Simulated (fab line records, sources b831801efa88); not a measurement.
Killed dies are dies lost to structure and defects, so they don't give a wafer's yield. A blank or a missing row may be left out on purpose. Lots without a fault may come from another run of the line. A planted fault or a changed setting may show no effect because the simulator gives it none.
Which tool did it? | flow gf180mcu | 12 lots, 36 wafers sampled, at 1 step of a route of 602

WHAT THE GAUGES READ, wafer by wafer
GF_V3_CD_MEAS_14: target cd 260 nm.
lot  | measured     | on        | cd_nm (nm)
L075 | day 22 11:35 | cd_sem-02 | 260.5 261.9 261.3
L077 | day 23 08:17 | cd_sem-02 | 260.0 260.3 260.1
L079 | day 23 23:21 | cd_sem-02 | 258.6 259.7 258.1
L081 | day 24 23:08 | cd_sem-01 | 258.4 257.9 260.1
L083 | day 25 11:39 | cd_sem-02 | 261.1 259.6 260.2
L085 | day 26 12:55 | cd_sem-01 | 261.4 261.9 261.3
L087 | day 26 23:40 | cd_sem-02 | 260.5 261.5 261.5
L090 | day 27 19:37 | cd_sem-01 | 260.6 260.8 261.3
L091 | day 28 04:23 | cd_sem-01 | 259.0 260.3 258.9
L093 | day 28 13:08 | cd_sem-01 | 260.7 260.1 258.8
L096 | day 29 11:29 | cd_sem-02 | 260.9 260.8 260.6
L097 | day 29 21:10 | cd_sem-01 | 258.6 259.5 258.5

WHICH TOOL RAN EACH LOT (tool, then ch and the chambers of the sampled wafers, then the start)
The record holds no process step before these readings.

THE ANSWER, worked out from the rows above alone
Rule: what is usual is taken from the lots themselves. Put in order of their means at a reading, lots are off if they are a third of the lots or fewer, leave a main group of 4 or more, and stand apart from it by a gap of 3 or more times the standard deviation of the main group's means; of several such gaps the widest counts. A main group whose means are all the same, to the digits that the tables above print for the reading, isn't used. A lot without any number at a reading at which 4 lots or more have one is off too. The other lots that the step has rows for count as sound.
No lot is off at any reading shown: from this, nothing can be told.

WHAT THE SIMULATOR HAD PUT IN
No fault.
